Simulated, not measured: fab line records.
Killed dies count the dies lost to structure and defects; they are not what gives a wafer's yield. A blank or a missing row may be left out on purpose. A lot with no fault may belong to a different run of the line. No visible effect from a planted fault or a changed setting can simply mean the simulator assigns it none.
Chamber matching + flow sky130 + SKY_LI_CONTACT_ETCH_14 on rie-diel-01: 4 sister chambers
The step etches BARC in N2/H2, stops on SiO2, time 45.9 s, target depth 60 nm. 4 wafers are shown with their chamber, then 6 later ones without.

EACH WAFER AND ITS CHAMBER
| wafer  | chamber | rf-fwd-power-W (W) |
|--------|---------|--------------------|
| L890.1 | 0       | 491.4              |
| L891.6 | 3       | 496.6              |
| L901.5 | 2       | 490.8              |
| L901.6 | 1       | 495.8              |

WAFERS WITH NO CHAMBER GIVEN
| wafer  | rf-fwd-power-W (W) |
|--------|--------------------|
| L905.2 | 495.2              |
| L905.4 | 496.8              |
| L905.5 | 499.1              |
| L910.4 | 491.4              |
| L910.5 | 493.6              |
| L910.6 | 496.4              |

EACH ONE'S CHAMBER
| wafer  | from the rows above               | in truth |
|--------|-----------------------------------|----------|
| L905.2 | can't be placed: 1 or 3           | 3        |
| L905.4 | can't be placed: 3 or 1           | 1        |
| L905.5 | can't be placed: 3 or 1           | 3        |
| L910.4 | can't be placed: 0 or 2           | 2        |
| L910.5 | can't be placed: 1 or 0 or 2 or 3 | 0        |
| L910.6 | can't be placed: 3 or 1           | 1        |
Placed correctly: 0 of 6. Can't be placed from these rows: 6 (the true chamber is among the candidates in 6). Placed wrongly: 0.
How it was worked out, from the rows above alone: a wafer's distance from a chamber is the root of the sum, over the readings, of the square of ((its reading less the chamber's mean) divided by the reading's scatter). The wafer belongs to the nearest chamber; if the next one is less than 2 further off, it can't be placed. A chamber's mean is the mean of its shown wafers. The scatter (one wafer shown for each chamber): square how far every hidden wafer sits from the nearest shown wafer, average those squares and take the square root.
